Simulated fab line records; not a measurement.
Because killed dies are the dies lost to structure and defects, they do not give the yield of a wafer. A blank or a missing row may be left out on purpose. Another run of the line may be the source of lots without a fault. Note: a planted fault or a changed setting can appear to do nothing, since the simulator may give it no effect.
8D (eight disciplines) problem report, filled in by code | flow sky130 | the parts of the form that need people (team, actions taken, sign-off) are left out

## 1. THE PROBLEM
Mean of spin-speed-rpm at SKY_LDD_HVP_COAT_02: 2943.9 rpm across 9 wafers in 3 lots; on wafers with no fault it is 3000.1 rpm (standard deviation 1.8). That puts it -31 standard deviations away from the usual mean.
The step: resist thk 300 nm.
First observed at day 24 02:52: wafer L216.2, on litho-track-03. Wafers with a number at this step in the record: 39, from 13 lots. The rule behind "out" and "out of limits": a value lying over 4 standard deviations away from the usual mean. Any other wafer with a number is counted as sound.

## 2. WHAT THIS IS AND IS NOT
question                    | is                     | is not
which readings at this step | spin-speed-rpm         | -
which lots                  | L216, L220, L221       | L211, L212, L213, L214, L218, L224, L227, L229, L230, L231
which wafers of those lots  | all that have a number | -
read on which tools         | litho-track-03         | litho-track-01, litho-track-02
when                        | from day 24 02:52      | up to then (12 sound wafers); but 18 sound wafers of L218, L224, L227, L229, L230, L231 came after

## 3. WHAT RULES OUT EACH SUSPECT
Counting: a tool at a process step up to the reading stays a suspect if it ran every lot that is out and no sound lot after the first of them.
- litho-track-03 at SKY_LDD_HVP_COAT_02 (resist thk 300 nm): ruled out as a lasting fault. After its first lot that is out, L216 (day 24 02:52), sound lots L229 ran on it.
Left after counting: nothing in the record.

## 4. THE CAUSE (what the simulator had put in)
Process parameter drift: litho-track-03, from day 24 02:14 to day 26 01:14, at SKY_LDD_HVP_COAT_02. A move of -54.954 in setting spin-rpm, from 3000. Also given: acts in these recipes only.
Counting ruled it out, wrongly.

## 5. SEQUENCE OF EFFECTS, ordered by route
Each row: a reading where the mean over the struck wafers with a number is more than 3 standard deviations away from the usual. Scope: only readings with a usual standard deviation given in the record; hours: median across lots of the time from each lot's start at the first step in this table that gives one to its start at this step; sigmas: change in usual standard deviations.
hours | step                 | reading                  | usual      | on struck wafers | change | sigmas
0     | SKY_LDD_HVP_COAT_02  | spin-speed-rpm           | 3000.1 rpm | 2943.9           | -56.2  | -31
15    | SKY_LDD_HVP_STRIP_09 | strip-time-to-endpoint-s | 4.135 s    | 4.185            | +0.050 | +3.3
The process steps in it:
- SKY_LDD_HVP_COAT_02: resist thk 300 nm.
- SKY_LDD_HVP_STRIP_09: strips in O2/N2.
At these later measuring or inspecting steps, every struck wafer for which the step has a row has a number for every such reading, and none has moved that far: SKY_LDD_LDN_OVL_MEAS_07, SKY_SD_N_RS_MEAS_17.

## 6. HOW IT WOULD HAVE BEEN CAUGHT EARLIER
In this record the first reading out of limits was taken at day 24 02:52, 1 hour after the fault began at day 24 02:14.
